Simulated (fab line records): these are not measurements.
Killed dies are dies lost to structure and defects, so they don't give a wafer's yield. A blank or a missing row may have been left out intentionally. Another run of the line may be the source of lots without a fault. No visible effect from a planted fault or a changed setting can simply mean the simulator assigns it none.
fab line records || flow sky130
record {"lots": 14, "wafers": 42, "last_day": 50}
route steps=708 shown LOCAL_INTERCONNECT@401
lots that met no fault: from a run of the same line without faults
start_h: hours from the record's first day to the start of the lot's first wafer shown || wait_h: how many hours have passed since the lot's step before this one || " same as the row above || L1.1+2: a single row standing in for several wafers || - no value, or no start was given || * or withheld: withheld || < > ~ a bound
route shown NAME@n: a module of which the file shows steps, and the number in the route of the first || usual: mean and standard deviation over wafers with no fault || same: alike in all rows || chamber/n: place in a boat || sites: per-site readings || _std_site: how widely they spread, as a standard deviation || _edge_site: the outer-site mean with the inner-site mean subtracted || radius_mm: how far each site lies from the wafer's centre || mask NAME#n: copy n || behind: tool/chamber where the wafer was last shaped || hold: why the lot went on hold/how many hours it stayed there/how the hold came to an end || device: transistor that didn't switch, given as n, p or np || end of line: the tests these same wafers got at the end of their route || a step given without rows: its recipe and nothing more || killed: the dies lost at the first sort to structure and to defects; this is not the yield of the wafer || map: the dies of a wafer, with x for killed, . for not killed, _ for no die there
set.NAME: the setting that was run; set.NAME@STEP: the one run at that earlier step || model.NAME: the simulator's own value behind a step, which no gauge read
the route's steps for a sample of lots (tables are steps, rows are wafers)
services: when a tool's chamber went out of use (start_h, in hours from the record's first day, below 0 if earlier), for how many hours, and the reason
## steps
# step SKY_LOCAL_INTERCONNECT_METAL_ETCH_14
# recipe {"target_depth_nm": 110, "stop_on": "PSG", "chemistry": "Cl2/BCl3", "target": "TiN", "resist_sidewall_deg": 88, "pressure_mtorr": 10, "icp_w": 900, "bias_w": 48.5, "Cl2_flow_sccm": 60, "bcl3_flow_sccm": 30, "time_s": 31.4}
# usual {"bcl3_flow_sccm": "29.99/0.089", "bias_w": "48.49/0.13", "drypump_motor_current_A": "5.8/0.37", "oes_product_au": "0.943/0.0078", "throttle_valve_pct": "21.899/0.011"}
{"lot.wafer": "L344.1", "tool": "rie_metal-03", "chamber": 0, "start_h": 706.85, "wait_h": 0.0, "bcl3_flow_sccm": 30.05, "bias_w": 48.35, "drypump_motor_current_A": 6.5, "oes_product_au": 0.931, "rf_hours_counter_h": 14, "throttle_valve_pct": 21.904}
{"lot.wafer": "L344.2", "tool": "rie_metal-03", "chamber": 1, "start_h": 706.85, "wait_h": 0.0, "bcl3_flow_sccm": 30.02, "bias_w": 48.43, "drypump_motor_current_A": 6.0, "oes_product_au": 0.940, "rf_hours_counter_h": 2, "throttle_valve_pct": 21.882}
{"lot.wafer": "L344.3", "tool": "rie_metal-03", "chamber": 1, "start_h": 706.85, "wait_h": 0.0, "bcl3_flow_sccm": 30.05, "bias_w": 48.55, "drypump_motor_current_A": 6.0, "oes_product_au": 0.945, "rf_hours_counter_h": "-", "throttle_valve_pct": 21.886}
{"lot.wafer": "L347.2", "tool": "rie_metal-02", "chamber": 1, "start_h": 730.89, "wait_h": 0.0, "bcl3_flow_sccm": 30.17, "bias_w": 48.50, "drypump_motor_current_A": 5.3, "oes_product_au": 0.940, "rf_hours_counter_h": 14, "throttle_valve_pct": 21.882}
{"lot.wafer": "L347.3", "tool": "rie_metal-02", "chamber": 0, "start_h": 730.89, "wait_h": 0.0, "bcl3_flow_sccm": 30.00, "bias_w": 48.39, "drypump_motor_current_A": 5.7, "oes_product_au": 0.943, "rf_hours_counter_h": "-", "throttle_valve_pct": 21.903}
{"lot.wafer": "L347.4", "tool": "rie_metal-02", "chamber": 1, "start_h": 730.89, "wait_h": 0.0, "bcl3_flow_sccm": 30.19, "bias_w": 48.46, "drypump_motor_current_A": 5.3, "oes_product_au": 0.946, "rf_hours_counter_h": "-", "throttle_valve_pct": 21.893}
{"lot.wafer": "L348.1", "tool": "rie_metal-04", "chamber": 1, "start_h": 747.79, "wait_h": 0.0, "bcl3_flow_sccm": 29.84, "bias_w": 48.60, "drypump_motor_current_A": 5.4, "oes_product_au": 0.943, "rf_hours_counter_h": 12, "throttle_valve_pct": 21.880}
{"lot.wafer": "L348.3", "tool": "rie_metal-04", "chamber": 1, "start_h": 747.79, "wait_h": 0.0, "bcl3_flow_sccm": 29.94, "bias_w": 48.48, "drypump_motor_current_A": 5.5, "oes_product_au": 0.957, "rf_hours_counter_h": "-", "throttle_valve_pct": 21.894}
{"lot.wafer": "L348.6", "tool": "rie_metal-04", "chamber": 0, "start_h": 747.79, "wait_h": 0.0, "bcl3_flow_sccm": 30.11, "bias_w": 48.48, "drypump_motor_current_A": 5.5, "oes_product_au": 0.948, "rf_hours_counter_h": "-", "throttle_valve_pct": 21.908}
{"lot.wafer": "L349.3", "tool": "rie_metal-03", "chamber": 1, "start_h": 754.53, "wait_h": 0.0, "bcl3_flow_sccm": 30.05, "bias_w": 48.26, "drypump_motor_current_A": 6.0, "oes_product_au": 0.948, "rf_hours_counter_h": "-", "throttle_valve_pct": 21.902}
{"lot.wafer": "L349.4", "tool": "rie_metal-03", "chamber": 0, "start_h": 754.53, "wait_h": 0.0, "bcl3_flow_sccm": 29.94, "bias_w": 48.42, "drypump_motor_current_A": 6.5, "oes_product_au": 0.940, "rf_hours_counter_h": "-", "throttle_valve_pct": 21.904}
{"lot.wafer": "L349.6", "tool": "rie_metal-03", "chamber": 0, "start_h": 754.53, "wait_h": 0.0, "bcl3_flow_sccm": 30.03, "bias_w": 48.39, "drypump_motor_current_A": 6.5, "oes_product_au": 0.947, "rf_hours_counter_h": "-", "throttle_valve_pct": 21.912}
{"lot.wafer": "L350.3", "tool": "rie_metal-03", "chamber": 1, "start_h": 756.14, "wait_h": 0.1, "bcl3_flow_sccm": 30.00, "bias_w": 48.25, "drypump_motor_current_A": 6.0, "oes_product_au": 0.926, "rf_hours_counter_h": "-", "throttle_valve_pct": 21.908}
{"lot.wafer": "L350.5", "tool": "rie_metal-03", "chamber": 1, "start_h": 756.14, "wait_h": 0.1, "bcl3_flow_sccm": 30.07, "bias_w": 48.44, "drypump_motor_current_A": 6.0, "oes_product_au": 0.926, "rf_hours_counter_h": "-", "throttle_valve_pct": 21.906}
{"lot.wafer": "L350.6", "tool": "rie_metal-03", "chamber": 1, "start_h": 756.14, "wait_h": 0.1, "bcl3_flow_sccm": 30.05, "bias_w": 48.14, "drypump_motor_current_A": 6.0, "oes_product_au": 0.947, "rf_hours_counter_h": "-", "throttle_valve_pct": 21.895}
{"lot.wafer": "L351.2", "tool": "rie_metal-03", "chamber": 1, "start_h": 760.72, "wait_h": 0.1, "bcl3_flow_sccm": 29.90, "bias_w": 48.43, "drypump_motor_current_A": 6.0, "oes_product_au": 0.936, "rf_hours_counter_h": "-", "throttle_valve_pct": 21.900}
{"lot.wafer": "L351.3", "tool": "rie_metal-03", "chamber": 1, "start_h": 760.72, "wait_h": 0.1, "bcl3_flow_sccm": 30.06, "bias_w": 48.41, "drypump_motor_current_A": 6.1, "oes_product_au": 0.943, "rf_hours_counter_h": "-", "throttle_valve_pct": 21.902}
{"lot.wafer": "L351.5", "tool": "rie_metal-03", "chamber": 1, "start_h": 760.72, "wait_h": 0.1, "bcl3_flow_sccm": 29.99, "bias_w": 48.38, "drypump_motor_current_A": 6.0, "oes_product_au": 0.942, "rf_hours_counter_h": "-", "throttle_valve_pct": 21.905}
{"lot.wafer": "L352.4", "tool": "rie_metal-03", "chamber": 1, "start_h": 767.17, "wait_h": 0.1, "bcl3_flow_sccm": 29.97, "bias_w": 48.60, "drypump_motor_current_A": 6.0, "oes_product_au": 0.956, "rf_hours_counter_h": "-", "throttle_valve_pct": 21.901}
{"lot.wafer": "L352.5", "tool": "rie_metal-03", "chamber": 1, "start_h": 767.17, "wait_h": 0.1, "bcl3_flow_sccm": 30.09, "bias_w": 48.37, "drypump_motor_current_A": 6.0, "oes_product_au": 0.943, "rf_hours_counter_h": "-", "throttle_valve_pct": 21.901}
{"lot.wafer": "L352.6", "tool": "rie_metal-03", "chamber": 1, "start_h": 767.17, "wait_h": 0.1, "bcl3_flow_sccm": 30.01, "bias_w": 48.75, "drypump_motor_current_A": 6.0, "oes_product_au": 0.944, "rf_hours_counter_h": "-", "throttle_valve_pct": 21.902}
{"lot.wafer": "L353.2", "tool": "rie_metal-02", "chamber": 1, "start_h": 777.51, "wait_h": 0.0, "bcl3_flow_sccm": 29.94, "bias_w": 48.72, "drypump_motor_current_A": 5.3, "oes_product_au": 0.934, "rf_hours_counter_h": 1, "throttle_valve_pct": 21.906}
{"lot.wafer": "L353.3", "tool": "rie_metal-02", "chamber": 0, "start_h": 777.51, "wait_h": 0.0, "bcl3_flow_sccm": 29.98, "bias_w": 48.60, "drypump_motor_current_A": 5.7, "oes_product_au": 0.936, "rf_hours_counter_h": "-", "throttle_valve_pct": 21.887}
{"lot.wafer": "L353.5", "tool": "rie_metal-02", "chamber": 0, "start_h": 777.51, "wait_h": 0.0, "bcl3_flow_sccm": 30.09, "bias_w": 48.43, "drypump_motor_current_A": 5.7, "oes_product_au": 0.946, "rf_hours_counter_h": "-", "throttle_valve_pct": 21.917}
{"lot.wafer": "L354.2", "tool": "rie_metal-02", "chamber": 0, "start_h": 779.26, "wait_h": 0.0, "bcl3_flow_sccm": 30.06, "bias_w": 48.59, "drypump_motor_current_A": 5.7, "oes_product_au": 0.948, "rf_hours_counter_h": 10, "throttle_valve_pct": 21.904}
{"lot.wafer": "L354.3", "tool": "rie_metal-02", "chamber": 0, "start_h": 779.26, "wait_h": 0.0, "bcl3_flow_sccm": 30.01, "bias_w": 48.60, "drypump_motor_current_A": 5.7, "oes_product_au": 0.950, "rf_hours_counter_h": "-", "throttle_valve_pct": 21.895}
{"lot.wafer": "L354.5", "tool": "rie_metal-02", "chamber": 1, "start_h": 779.26, "wait_h": 0.0, "bcl3_flow_sccm": 29.81, "bias_w": 48.61, "drypump_motor_current_A": 5.3, "oes_product_au": 0.955, "rf_hours_counter_h": "-", "throttle_valve_pct": 21.899}
{"lot.wafer": "L358.1", "tool": "rie_metal-02", "chamber": 1, "start_h": 815.34, "wait_h": 0.0, "bcl3_flow_sccm": 30.01, "bias_w": 69.24, "drypump_motor_current_A": 5.3, "oes_product_au": 0.946, "rf_hours_counter_h": 2, "throttle_valve_pct": 21.899}
{"lot.wafer": "L358.4", "tool": "rie_metal-02", "chamber": 1, "start_h": 815.34, "wait_h": 0.0, "bcl3_flow_sccm": 29.93, "bias_w": 69.45, "drypump_motor_current_A": 5.3, "oes_product_au": 0.946, "rf_hours_counter_h": "-", "throttle_valve_pct": 21.892}
{"lot.wafer": "L358.6", "tool": "rie_metal-02", "chamber": 0, "start_h": 815.34, "wait_h": 0.0, "bcl3_flow_sccm": 29.98, "bias_w": 69.22, "drypump_motor_current_A": 5.8, "oes_product_au": 0.942, "rf_hours_counter_h": "-", "throttle_valve_pct": 21.917}
{"lot.wafer": "L361.3", "tool": "rie_metal-02", "chamber": 0, "start_h": 833.16, "wait_h": 0.0, "bcl3_flow_sccm": 29.79, "bias_w": 69.06, "drypump_motor_current_A": 5.8, "oes_product_au": 0.942, "rf_hours_counter_h": "-", "throttle_valve_pct": 21.917}
{"lot.wafer": "L361.5", "tool": "rie_metal-02", "chamber": 1, "start_h": 833.16, "wait_h": 0.0, "bcl3_flow_sccm": 29.95, "bias_w": 69.08, "drypump_motor_current_A": 5.3, "oes_product_au": 0.940, "rf_hours_counter_h": "-", "throttle_valve_pct": 21.899}
{"lot.wafer": "L361.6", "tool": "rie_metal-02", "chamber": 0, "start_h": 833.16, "wait_h": 0.0, "bcl3_flow_sccm": 29.97, "bias_w": 69.17, "drypump_motor_current_A": 5.8, "oes_product_au": 0.938, "rf_hours_counter_h": "-", "throttle_valve_pct": 21.891}
{"lot.wafer": "L364.1", "tool": "rie_metal-04", "chamber": 1, "start_h": 858.76, "wait_h": 0.1, "bcl3_flow_sccm": 29.94, "bias_w": 48.53, "drypump_motor_current_A": 5.5, "oes_product_au": 0.954, "rf_hours_counter_h": 17, "throttle_valve_pct": 21.896}
{"lot.wafer": "L364.3", "tool": "rie_metal-04", "chamber": 1, "start_h": 858.76, "wait_h": 0.1, "bcl3_flow_sccm": 29.92, "bias_w": 48.43, "drypump_motor_current_A": 5.5, "oes_product_au": 0.932, "rf_hours_counter_h": "-", "throttle_valve_pct": 21.889}
{"lot.wafer": "L364.6", "tool": "rie_metal-04", "chamber": 1, "start_h": 858.76, "wait_h": 0.1, "bcl3_flow_sccm": 30.07, "bias_w": 48.60, "drypump_motor_current_A": 5.5, "oes_product_au": 0.937, "rf_hours_counter_h": "-", "throttle_valve_pct": 21.885}
{"lot.wafer": "L365.1", "tool": "rie_metal-04", "chamber": 1, "start_h": 868.75, "wait_h": 0.1, "bcl3_flow_sccm": 30.03, "bias_w": 48.56, "drypump_motor_current_A": 5.5, "oes_product_au": 0.956, "rf_hours_counter_h": 18, "throttle_valve_pct": 21.897}
{"lot.wafer": "L365.3", "tool": "rie_metal-04", "chamber": 1, "start_h": 868.75, "wait_h": 0.1, "bcl3_flow_sccm": 30.07, "bias_w": 48.57, "drypump_motor_current_A": 5.5, "oes_product_au": 0.942, "rf_hours_counter_h": "-", "throttle_valve_pct": 21.883}
{"lot.wafer": "L365.6", "tool": "rie_metal-04", "chamber": 1, "start_h": 868.75, "wait_h": 0.1, "bcl3_flow_sccm": 29.95, "bias_w": 48.81, "drypump_motor_current_A": 5.5, "oes_product_au": 0.959, "rf_hours_counter_h": "-", "throttle_valve_pct": 21.887}
{"lot.wafer": "L366.1", "tool": "rie_metal-03", "chamber": 0, "start_h": 870.90, "wait_h": 0.0, "bcl3_flow_sccm": 29.99, "bias_w": 48.51, "drypump_motor_current_A": 6.5, "oes_product_au": 0.960, "rf_hours_counter_h": 4, "throttle_valve_pct": 21.892}
{"lot.wafer": "L366.4", "tool": "rie_metal-03", "chamber": 1, "start_h": 870.90, "wait_h": 0.0, "bcl3_flow_sccm": 29.99, "bias_w": 48.47, "drypump_motor_current_A": 6.0, "oes_product_au": 0.948, "rf_hours_counter_h": "-", "throttle_valve_pct": 21.896}
{"lot.wafer": "L366.6", "tool": "rie_metal-03", "chamber": 0, "start_h": 870.90, "wait_h": 0.0, "bcl3_flow_sccm": 29.98, "bias_w": 48.65, "drypump_motor_current_A": 6.5, "oes_product_au": 0.944, "rf_hours_counter_h": "-", "throttle_valve_pct": 21.912}
# step SKY_LOCAL_INTERCONNECT_STRIP_15
# recipe {"chemistry": "O2/N2", "power_w": 1400, "pressure_mtorr": 1500, "platen_temp_c": "withheld", "o2_flow_sccm": 3000, "n2_flow_sccm": 300, "overash_fraction": 0.5}
# usual {"drypump_motor_current_A": "5.91/0.28", "oes_product_au": "0.427/0.0046", "strip_time_to_endpoint_s": "4.724/0.025"}
# same {"overash_fraction": 0.5}
{"lot.wafer": "L344.1", "tool": "plasma_asher-03", "chamber": 0, "start_h": 706.90, "wait_h": 0.0, "drypump_motor_current_A": 6.15, "oes_product_au": 0.436, "rf_hours_counter_h": 26, "strip_time_to_endpoint_s": 4.700}
{"lot.wafer": "L344.2", "tool": "plasma_asher-03", "chamber": 1, "start_h": 706.90, "wait_h": 0.0, "drypump_motor_current_A": 5.49, "oes_product_au": 0.426, "rf_hours_counter_h": 26, "strip_time_to_endpoint_s": 4.731}
{"lot.wafer": "L344.3", "tool": "plasma_asher-03", "chamber": 0, "start_h": 706.90, "wait_h": 0.0, "drypump_motor_current_A": 6.15, "oes_product_au": 0.425, "rf_hours_counter_h": "-", "strip_time_to_endpoint_s": 4.731}
{"lot.wafer": "L347.2", "tool": "plasma_asher-04", "chamber": 0, "start_h": 730.94, "wait_h": 0.0, "drypump_motor_current_A": 6.07, "oes_product_au": 0.430, "rf_hours_counter_h": 62, "strip_time_to_endpoint_s": 4.724}
{"lot.wafer": "L347.3", "tool": "plasma_asher-04", "chamber": 1, "start_h": 730.94, "wait_h": 0.0, "drypump_motor_current_A": 5.67, "oes_product_au": 0.424, "rf_hours_counter_h": "-", "strip_time_to_endpoint_s": 4.738}
{"lot.wafer": "L347.4", "tool": "plasma_asher-04", "chamber": 0, "start_h": 730.94, "wait_h": 0.0, "drypump_motor_current_A": 6.09, "oes_product_au": 0.426, "rf_hours_counter_h": "-", "strip_time_to_endpoint_s": 4.732}
{"lot.wafer": "L348.1", "tool": "plasma_asher-02", "chamber": 0, "start_h": 747.84, "wait_h": 0.0, "drypump_motor_current_A": 6.00, "oes_product_au": 0.426, "rf_hours_counter_h": 0, "strip_time_to_endpoint_s": 4.711}
{"lot.wafer": "L348.3", "tool": "plasma_asher-02", "chamber": 0, "start_h": 747.84, "wait_h": 0.0, "drypump_motor_current_A": 5.99, "oes_product_au": 0.430, "rf_hours_counter_h": "-", "strip_time_to_endpoint_s": 4.698}
{"lot.wafer": "L348.6", "tool": "plasma_asher-02", "chamber": 0, "start_h": 747.84, "wait_h": 0.0, "drypump_motor_current_A": 5.97, "oes_product_au": 0.423, "rf_hours_counter_h": "-", "strip_time_to_endpoint_s": 4.731}
{"lot.wafer": "L349.3", "tool": "plasma_asher-03", "chamber": 1, "start_h": 754.59, "wait_h": 0.1, "drypump_motor_current_A": 5.52, "oes_product_au": 0.422, "rf_hours_counter_h": "-", "strip_time_to_endpoint_s": 4.736}
{"lot.wafer": "L349.4", "tool": "plasma_asher-03", "chamber": 0, "start_h": 754.59, "wait_h": 0.1, "drypump_motor_current_A": 6.18, "oes_product_au": 0.422, "rf_hours_counter_h": "-", "strip_time_to_endpoint_s": 4.717}
{"lot.wafer": "L349.6", "tool": "plasma_asher-03", "chamber": 0, "start_h": 754.59, "wait_h": 0.1, "drypump_motor_current_A": 6.18, "oes_product_au": 0.431, "rf_hours_counter_h": "-", "strip_time_to_endpoint_s": 4.721}
{"lot.wafer": "L350.3", "tool": "plasma_asher-03", "chamber": 1, "start_h": 756.24, "wait_h": 0.1, "drypump_motor_current_A": 5.51, "oes_product_au": 0.424, "rf_hours_counter_h": "-", "strip_time_to_endpoint_s": 4.738}
{"lot.wafer": "L350.5", "tool": "plasma_asher-03", "chamber": 1, "start_h": 756.24, "wait_h": 0.1, "drypump_motor_current_A": 5.51, "oes_product_au": 0.426, "rf_hours_counter_h": "-", "strip_time_to_endpoint_s": 4.722}
{"lot.wafer": "L350.6", "tool": "plasma_asher-03", "chamber": 0, "start_h": 756.24, "wait_h": 0.1, "drypump_motor_current_A": 6.16, "oes_product_au": 0.425, "rf_hours_counter_h": "-", "strip_time_to_endpoint_s": 4.727}
{"lot.wafer": "L351.2", "tool": "plasma_asher-04", "chamber": 1, "start_h": 760.81, "wait_h": 0.1, "drypump_motor_current_A": 5.67, "oes_product_au": 0.422, "rf_hours_counter_h": 66, "strip_time_to_endpoint_s": 4.758}
{"lot.wafer": "L351.3", "tool": "plasma_asher-04", "chamber": 1, "start_h": 760.81, "wait_h": 0.1, "drypump_motor_current_A": 5.65, "oes_product_au": 0.421, "rf_hours_counter_h": "-", "strip_time_to_endpoint_s": 4.750}
{"lot.wafer": "L351.5", "tool": "plasma_asher-04", "chamber": 1, "start_h": 760.81, "wait_h": 0.1, "drypump_motor_current_A": 5.64, "oes_product_au": 0.433, "rf_hours_counter_h": "-", "strip_time_to_endpoint_s": 4.756}
{"lot.wafer": "L352.4", "tool": "plasma_asher-04", "chamber": 0, "start_h": 767.27, "wait_h": 0.1, "drypump_motor_current_A": 6.06, "oes_product_au": 0.426, "rf_hours_counter_h": "-", "strip_time_to_endpoint_s": 4.768}
{"lot.wafer": "L352.5", "tool": "plasma_asher-04", "chamber": 0, "start_h": 767.27, "wait_h": 0.1, "drypump_motor_current_A": 6.04, "oes_product_au": 0.427, "rf_hours_counter_h": "-", "strip_time_to_endpoint_s": 4.775}
{"lot.wafer": "L352.6", "tool": "plasma_asher-04", "chamber": 1, "start_h": 767.27, "wait_h": 0.1, "drypump_motor_current_A": 5.67, "oes_product_au": 0.432, "rf_hours_counter_h": "-", "strip_time_to_endpoint_s": 4.762}
{"lot.wafer": "L353.2", "tool": "plasma_asher-03", "chamber": 0, "start_h": 777.56, "wait_h": 0.0, "drypump_motor_current_A": 6.17, "oes_product_au": 0.426, "rf_hours_counter_h": 34, "strip_time_to_endpoint_s": 4.726}
{"lot.wafer": "L353.3", "tool": "plasma_asher-03", "chamber": 0, "start_h": 777.56, "wait_h": 0.0, "drypump_motor_current_A": 6.15, "oes_product_au": 0.423, "rf_hours_counter_h": "-", "strip_time_to_endpoint_s": 4.708}
{"lot.wafer": "L353.5", "tool": "plasma_asher-03", "chamber": 1, "start_h": 777.56, "wait_h": 0.0, "drypump_motor_current_A": 5.51, "oes_product_au": 0.427, "rf_hours_counter_h": "-", "strip_time_to_endpoint_s": 4.705}
{"lot.wafer": "L354.2", "tool": "plasma_asher-04", "chamber": 1, "start_h": 779.31, "wait_h": 0.0, "drypump_motor_current_A": 5.66, "oes_product_au": 0.426, "rf_hours_counter_h": 67, "strip_time_to_endpoint_s": 4.672}
{"lot.wafer": "L354.3", "tool": "plasma_asher-04", "chamber": 1, "start_h": 779.31, "wait_h": 0.0, "drypump_motor_current_A": 5.67, "oes_product_au": 0.432, "rf_hours_counter_h": "-", "strip_time_to_endpoint_s": 4.715}
{"lot.wafer": "L354.5", "tool": "plasma_asher-04", "chamber": 1, "start_h": 779.31, "wait_h": 0.0, "drypump_motor_current_A": 5.63, "oes_product_au": 0.429, "rf_hours_counter_h": "-", "strip_time_to_endpoint_s": 4.744}
{"lot.wafer": "L358.1", "tool": "plasma_asher-02", "chamber": 1, "start_h": 815.39, "wait_h": 0.0, "drypump_motor_current_A": 6.24, "oes_product_au": 0.426, "rf_hours_counter_h": 8, "strip_time_to_endpoint_s": 4.659}
{"lot.wafer": "L358.4", "tool": "plasma_asher-02", "chamber": 1, "start_h": 815.39, "wait_h": 0.0, "drypump_motor_current_A": 6.25, "oes_product_au": 0.429, "rf_hours_counter_h": "-", "strip_time_to_endpoint_s": 4.652}
{"lot.wafer": "L358.6", "tool": "plasma_asher-02", "chamber": 1, "start_h": 815.39, "wait_h": 0.0, "drypump_motor_current_A": 6.24, "oes_product_au": 0.415, "rf_hours_counter_h": "-", "strip_time_to_endpoint_s": 4.626}
{"lot.wafer": "L361.3", "tool": "plasma_asher-04", "chamber": 0, "start_h": 833.22, "wait_h": 0.1, "drypump_motor_current_A": 6.07, "oes_product_au": 0.426, "rf_hours_counter_h": "-", "strip_time_to_endpoint_s": 4.660}
{"lot.wafer": "L361.5", "tool": "plasma_asher-04", "chamber": 0, "start_h": 833.22, "wait_h": 0.1, "drypump_motor_current_A": 6.09, "oes_product_au": 0.424, "rf_hours_counter_h": "-", "strip_time_to_endpoint_s": 4.676}
{"lot.wafer": "L361.6", "tool": "plasma_asher-04", "chamber": 1, "start_h": 833.22, "wait_h": 0.1, "drypump_motor_current_A": 5.64, "oes_product_au": 0.423, "rf_hours_counter_h": "-", "strip_time_to_endpoint_s": 4.641}
{"lot.wafer": "L364.1", "tool": "plasma_asher-02", "chamber": 0, "start_h": 858.86, "wait_h": 0.1, "drypump_motor_current_A": 6.01, "oes_product_au": 0.423, "rf_hours_counter_h": 13, "strip_time_to_endpoint_s": 4.695}
{"lot.wafer": "L364.3", "tool": "plasma_asher-02", "chamber": 0, "start_h": 858.86, "wait_h": 0.1, "drypump_motor_current_A": 6.00, "oes_product_au": 0.429, "rf_hours_counter_h": "-", "strip_time_to_endpoint_s": 4.698}
{"lot.wafer": "L364.6", "tool": "plasma_asher-02", "chamber": 0, "start_h": 858.86, "wait_h": 0.1, "drypump_motor_current_A": 5.98, "oes_product_au": 0.428, "rf_hours_counter_h": "-", "strip_time_to_endpoint_s": 4.707}
{"lot.wafer": "L365.1", "tool": "plasma_asher-03", "chamber": 0, "start_h": 868.86, "wait_h": 0.1, "drypump_motor_current_A": 6.16, "oes_product_au": 0.424, "rf_hours_counter_h": 44, "strip_time_to_endpoint_s": 4.714}
{"lot.wafer": "L365.3", "tool": "plasma_asher-03", "chamber": 1, "start_h": 868.86, "wait_h": 0.1, "drypump_motor_current_A": 5.57, "oes_product_au": 0.425, "rf_hours_counter_h": "-", "strip_time_to_endpoint_s": 4.703}
{"lot.wafer": "L365.6", "tool": "plasma_asher-03", "chamber": 0, "start_h": 868.86, "wait_h": 0.1, "drypump_motor_current_A": 6.13, "oes_product_au": 0.425, "rf_hours_counter_h": "-", "strip_time_to_endpoint_s": 4.700}
{"lot.wafer": "L366.1", "tool": "plasma_asher-04", "chamber": 0, "start_h": 870.95, "wait_h": 0.0, "drypump_motor_current_A": 6.10, "oes_product_au": 0.425, "rf_hours_counter_h": 77, "strip_time_to_endpoint_s": 4.716}
{"lot.wafer": "L366.4", "tool": "plasma_asher-04", "chamber": 0, "start_h": 870.95, "wait_h": 0.0, "drypump_motor_current_A": 6.10, "oes_product_au": 0.433, "rf_hours_counter_h": "-", "strip_time_to_endpoint_s": 4.753}
{"lot.wafer": "L366.6", "tool": "plasma_asher-04", "chamber": 1, "start_h": 870.95, "wait_h": 0.0, "drypump_motor_current_A": 5.67, "oes_product_au": 0.425, "rf_hours_counter_h": "-", "strip_time_to_endpoint_s": 4.725}
## services
{"tool": "plasma_asher-03", "chamber": "-", "start_h": 690.06, "hours": 6.2, "kind": "repair"}
{"tool": "plasma_asher-02", "chamber": "-", "start_h": 717.47, "hours": 2.9, "kind": "repair"}
{"tool": "plasma_asher-02", "chamber": "-", "start_h": 719.44, "hours": 5.1, "kind": "repair"}
{"tool": "rie_metal-02", "chamber": 1, "start_h": 731.94, "hours": "-", "kind": "clean"}
{"tool": "rie_metal-02", "chamber": 1, "start_h": 731.94, "hours": 14.8, "kind": "scheduled_down"}
{"tool": "rie_metal-02", "chamber": 1, "start_h": 731.94, "hours": 14.8, "kind": "vent_cycle"}
{"tool": "plasma_asher-02", "chamber": "-", "start_h": 733.75, "hours": 9.0, "kind": "pm"}
{"tool": "plasma_asher-02", "chamber": 0, "start_h": 733.75, "hours": 9.0, "kind": "vent_cycle"}
{"tool": "plasma_asher-02", "chamber": 1, "start_h": 733.75, "hours": 9.0, "kind": "vent_cycle"}
{"tool": "plasma_asher-02", "chamber": 0, "start_h": 742.75, "hours": "-", "kind": "clean"}
{"tool": "plasma_asher-02", "chamber": 1, "start_h": 742.75, "hours": "-", "kind": "clean"}
{"tool": "plasma_asher-02", "chamber": "-", "start_h": 743.34, "hours": 0.6, "kind": "repair"}
{"tool": "rie_metal-02", "chamber": "-", "start_h": 755.01, "hours": 14.0, "kind": "repair"}
{"tool": "rie_metal-03", "chamber": 0, "start_h": 755.92, "hours": "-", "kind": "clean"}
{"tool": "rie_metal-03", "chamber": 0, "start_h": 755.92, "hours": 16.3, "kind": "scheduled_down"}
{"tool": "rie_metal-03", "chamber": 0, "start_h": 755.92, "hours": 16.3, "kind": "vent_cycle"}
{"tool": "plasma_asher-02", "chamber": "-", "start_h": 770.84, "hours": 3.6, "kind": "repair"}
{"tool": "rie_metal-03", "chamber": "-", "start_h": 838.19, "hours": 2.5, "kind": "repair"}
{"tool": "plasma_asher-04", "chamber": "-", "start_h": 848.80, "hours": 3.8, "kind": "repair"}
{"tool": "rie_metal-02", "chamber": "-", "start_h": 851.35, "hours": 14.6, "kind": "pm"}
{"tool": "rie_metal-04", "chamber": 0, "start_h": 855.65, "hours": "-", "kind": "clean"}
{"tool": "rie_metal-04", "chamber": 0, "start_h": 855.65, "hours": 23.9, "kind": "scheduled_down"}
{"tool": "rie_metal-04", "chamber": 0, "start_h": 855.65, "hours": 23.9, "kind": "vent_cycle"}
{"tool": "plasma_asher-04", "chamber": "-", "start_h": 867.69, "hours": 0.9, "kind": "repair"}
## key
first_sign {"step": "SKY_LOCAL_INTERCONNECT_METAL_ETCH_14", "reading": "bias_w", "direction": "up", "sigmas": "99+", "usual": 48.49, "struck": 69.20}
effect {"step": "SKY_LOCAL_INTERCONNECT_STRIP_15", "reading": "strip_time_to_endpoint_s", "direction": "down", "sigmas": 2.9, "usual": "*", "struck": "*"}
met_at SKY_LOCAL_INTERCONNECT_METAL_ETCH_14
struck_lots L358,L361
tester_left_out L358,L361
onset_between 779.26 815.34
fault {"kind": "process_parameter_drift", "tool": "rie_metal-02", "chamber": "-", "onset_h": 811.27, "steps": "SKY_LOCAL_INTERCONNECT_METAL_ETCH_14", "channel": "bias_w", "offset": 20.64, "shape": "step", "end_h": 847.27, "acts_in": "these_recipes_only", "stated": 48.5}
# tester_left_out: of these lots the tester's yield and bins aren't shown, on N5 and GAA mostly nor the transistor test; their killed dies are dies lost to structure and defects alone, not to doping, threshold or leakage, so they don't give the yield
